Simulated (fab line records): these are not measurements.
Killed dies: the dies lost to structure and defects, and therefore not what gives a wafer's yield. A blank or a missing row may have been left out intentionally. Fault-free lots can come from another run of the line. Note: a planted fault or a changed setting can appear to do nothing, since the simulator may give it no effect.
Comparing a struck lot with a sound one ; flow sfq line ; 24 steps out of a route of 325
Sound: these wafers, L787.2, L787.4, L787.5. The struck wafers were L782.2, L782.4, L782.6. The cause is named last.
Order at every step that has rows: each side's tool, ch and its chambers, its first start. Under that, the readings that differ: sound wafers ; struck wafers ; difference of the means ; sigmas: that difference in standard deviations of wafers without a fault.
alike: same words and numbers on both sides, and readings whose means sit less than 2 such deviations apart. not compared: any withheld reading, any reading some wafer has no value for, any bound like >300 that may hide the same value, and any number with overlapping values for which the record gives no deviation.
The two part at a step that has a row with sigmas, a row that says differs or no value, or rows on one side only. Non-overlapping numbers with no deviation appear without sigmas and do not part them. Lack of a reading on every wafer of one side parts them only where that side has two or more wafers.

first, 6 steps without rows for these wafers: SFQ_TRILAYER_C5_LITHO_COAT_156 (resist thk 62 nm); SFQ_TRILAYER_C5_LITHO_COAT_151 (resist thk 650 nm); SFQ_TRILAYER_C5_LITHO_SOFTBAKE_155; SFQ_TRILAYER_C5_LITHO_EXPOSE_152 (exposes mask C5, target cd 500 nm); SFQ_TRILAYER_C5_LITHO_PEB_154 (peb time 60 s); SFQ_TRILAYER_C5_LITHO_DEVELOP_153 (time 60 s).
SFQ_C5_OVL_MEAS_937:
  struck on overlay-01, day 59 00:41; sound on overlay-01, day 60 00:41
  alike: C5_OVL
SFQ_TRILAYER_C5_BARC_OPEN_VIA_ETCH_210: etches BARC in O2, target depth 125 nm, time 41.7 s.
  sound on rie diel-01 ch 0,2,3, day 60 00:43; struck on rie diel-01 ch 1,2, day 59 00:43
  alike: drypump motor current A, oes product au
  not compared: rf hours counter h
SFQ_TRILAYER_C5_ETCH_VIA_ETCH_154: etches SiO2 in CHF3, stops on Nb, target depth 84 nm.
  sound on rie diel-01 ch 0,2,3, day 60 00:45; struck on rie diel-01 ch 1,2, day 59 00:45
  alike: drypump motor current A, oes product au
SFQ_TRILAYER_C5_STRIP_STRIP_155: strips in O2.
  sound on rie metal-04 ch 0, day 60 00:48; struck on rie metal-02 ch 0,1, day 59 00:48
  alike: drypump motor current A, oes product au, platen temp c
  not compared: rf hours counter h
then, 2 steps without rows for these wafers: SFQ_TRILAYER_C5_STRIP_SOLV_CLEAN_156 (cleans in NMP, time 600 s); SFQ_TRILAYER_M6_DEP_PRE_CLEAN_158 (time 22.5 s).
SFQ_TRILAYER_M6_DEP_SPUTTER_157: material Nb, target thk 200 nm, time 133.3 s.
  struck on pvd sputter-03, day 59 01:52; sound on pvd sputter-05, day 60 01:37
  alike: throttle valve pct
SFQ_M6_RS_MEAS_938: the measuring method here is four-point-probe.
  struck on film metro-04, day 59 01:58; sound on film metro-02, day 60 01:43
reading;sound;struck;difference;sigmas
M6_NB_RS (ohm/sq);0.923 0.920 0.913;0.444 0.447 0.443;-0.474;-47
then, 6 steps without rows for these wafers: SFQ_TRILAYER_M6_LITHO_COAT_164 (resist thk 62 nm); SFQ_TRILAYER_M6_LITHO_COAT_159 (resist thk 600 nm); SFQ_TRILAYER_M6_LITHO_SOFTBAKE_163; SFQ_TRILAYER_M6_LITHO_EXPOSE_160 (exposes mask M6, target cd 500 nm); SFQ_TRILAYER_M6_LITHO_PEB_162 (peb time 60 s); SFQ_TRILAYER_M6_LITHO_DEVELOP_161 (time 60 s).
SFQ_M6_OVL_MEAS_940:
  struck on overlay-01, day 60 11:58; sound on overlay-02, day 61 08:22
  alike: M6_OVL
SFQ_TRILAYER_M6_BARC_OPEN_METAL_ETCH_206: etches BARC in O2, target depth 125 nm, time 41.7 s.
  sound on rie metal-03 ch 1, day 61 08:25; struck on rie metal-01 ch 0, day 60 12:01
  alike: drypump motor current A, oes product au
  not compared: rf hours counter h
SFQ_TRILAYER_M6_ETCH_METAL_ETCH_162: etches Nb in Cl2/Ar, stops on SiO2, target depth 240 nm, time 120 s.
  sound on rie metal-03 ch 1, day 61 08:34; struck on rie metal-01 ch 0, day 60 12:10
reading;sound;struck;difference;sigmas
oes product au (a.u.);0.875 0.875 0.878;1.001 0.981 1.000;+0.118;+17
model.M6.feature depth nm (nm);193.2 193.8 195.6;239.6 239 239.3;+45.1;
model.etch.depth nm (nm);193.2 193.8 195.6;239.6 239 239.3;+45.1;
  alike: drypump motor current A
  not compared: rf hours counter h
SFQ_TRILAYER_M6_STRIP_STRIP_163: strips in O2.
  sound on rie metal-03 ch 1, day 61 08:58; struck on rie metal-01 ch 0, day 60 12:34
  alike: drypump motor current A, oes product au, platen temp c
  not compared: rf hours counter h

## WHERE THEY PART
At SFQ_M6_RS_MEAS_938 first; at SFQ_TRILAYER_M6_ETCH_METAL_ETCH_162 last (within this record only). Later steps at which nothing parts them and some readings are alike: SFQ_TRILAYER_M6_STRIP_STRIP_163.

WHY: what the simulator had put in
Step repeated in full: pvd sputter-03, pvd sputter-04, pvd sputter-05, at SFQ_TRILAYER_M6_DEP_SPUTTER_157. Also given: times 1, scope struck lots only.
